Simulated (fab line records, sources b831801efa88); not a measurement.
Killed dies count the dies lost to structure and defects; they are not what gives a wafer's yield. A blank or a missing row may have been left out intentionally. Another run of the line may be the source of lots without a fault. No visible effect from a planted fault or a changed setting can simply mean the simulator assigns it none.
Split-lot study	flow gf180mcu	on a route of 602 steps: 5 lots, 23 wafers read

== ON THE SPLIT ==
At GF_V5_CVD_00 (deposits SiO2, target thk 300 nm, time 50 s), the setting sih4_flow_sccm was moved away from the recipe's 60 sccm on 10 of the 23 wafers read, by -14.2% to +14.7%. The other wafers ran this setting at the recipe's value.

The file shows no step between the split and the reading.

== THE READING ==
V5_CVD_00_THK (nm), taken at GF_V5_THK_MEAS_01. Fault-free wafers of this fab line usually give 296.9 nm, standard deviation 2.9 nm.

wafer	tool, chamber at the split	sih4_flow_sccm as run, sccm	against the recipe	V5_CVD_00_THK, nm	against lot-mates on the recipe
L074.1	hdpcvd-02, 2,1	51.51	-14.2%	255.9	-41.6
L074.2	hdpcvd-02, 2,1	51.51	-14.2%	255.8	-41.7
L074.3	hdpcvd-02, 0	51.51	-14.2%	253.6	-43.9
L074.4	hdpcvd-02, 2	60	recipe	297.1	-
L074.6	hdpcvd-02, 0	60	recipe	297.8	-
L075.1	hdpcvd-02, 0	57.74	-3.8%	281.2	-11.1
L075.2	hdpcvd-02, 2	57.74	-3.8%	283.9	-8.4
L075.3	hdpcvd-02, 1	60	recipe	292.6	-
L075.5	hdpcvd-02, 1	57.74	-3.8%	283.0	-9.2
L075.6	hdpcvd-02, 2	60	recipe	291.9	-
L077.1	hdpcvd-02, 2	63.46	+5.8%	311.4	+17.1
L077.2	hdpcvd-02, 1	60	recipe	292.0	-
L077.4	hdpcvd-02, 1	60	recipe	294.9	-
L077.5	hdpcvd-02, 2	63.46	+5.8%	310.3	+16.0
L077.6	hdpcvd-02, 1	60	recipe	296.1	-
L080.1	hdpcvd-01, 0	60	recipe	295.9	-
L080.3	hdpcvd-01, 2	60	recipe	301.9	-
L080.5	hdpcvd-01, 0	60	recipe	297.5	-
L081.1	hdpcvd-02, 0	60	recipe	293.6	-
L081.2	hdpcvd-02, 2	68.79	+14.7%	341.3	+47.2
L081.3	hdpcvd-02, 1	60	recipe	294.0	-
L081.4	hdpcvd-02, 1	68.79	+14.7%	338.9	+44.8
L081.6	hdpcvd-02, 0	60	recipe	294.6	-
When a row names more than one chamber, that row covers several wafers, and the file does not tell which wafer ran in which chamber.

THE FIT
A straight line over all 23 wafers: V5_CVD_00_THK changes by +2.93 nm for each +1% of sih4_flow_sccm; r = +0.99; the points scatter about the line by 2.5 nm.
The same after taking each lot's own level away (the mean of its wafers on the recipe; 23 wafers): +3.03 nm for each +1%; r = +1.00; scatter 1.6 nm.
The reading moves by 44 nm for the largest change in sih4_flow_sccm, on that fit.
Across the lots, their own levels run from 292.25 to 298.43 nm, a range of 2.1 times the standard deviation given above.
Consequently the slope shifts little with the lot-to-lot level, the two slopes agreeing.
Check: +43.9 nm against its lot-mates is what the line predicts for one of the wafers moved furthest among these (+14.7%) when that wafer is left out of the fit. Against them it came out at +47.2 nm.

== THE OTHER SPLITS THESE WAFERS WENT THROUGH ==
Other splits were also applied to these wafers ahead of the reading. Each is held against what the fit with the lots' levels taken away leaves over:
other split on the same wafers	wafers away from the commonest value	r with V5_CVD_00_THK (lot level and that fit taken away)
GF_V4_CVD_00 sih4_flow_sccm	8	-0.21
GF_V4_EXPOSE_11 dose_mj	10	+0.23
GF_V4_SPUTTER_21 power_w	11	-0.23
GF_MIM_SPUTTER_02 chamber_pressure_pa	15	+0.29
GF_MIM_SPUTTER_08 time_s	7	-0.16
GF_MIM_SOFTBAKE_15 temp_c	5	+0.35
GF_M5_EXPOSE_04 dose_mj	5	+0.34
GF_M5_ETCH_09 bias_w	9	+0.16

== THE WHOLE CHAIN: every reading that the file lists as answering this split, in the file's order ==
step	what it does	reading	change (the file's fit)	r (the file's)
GF_V5_CVD_00	deposits SiO2, target thk 300 nm, time 50 s	SiO2_of_V5_CVD_00.thk_nm (the simulator's own value, which no gauge read)	+3.06 nm for each +1% of the setting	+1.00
GF_V5_THK_MEAS_01		V5_CVD_00_THK	+3.04 for each +1% of the setting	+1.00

== THE FILE'S OWN FIT ==
V5_CVD_00_THK changes by +3.04 nm for each +1% of sih4_flow_sccm, r = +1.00.
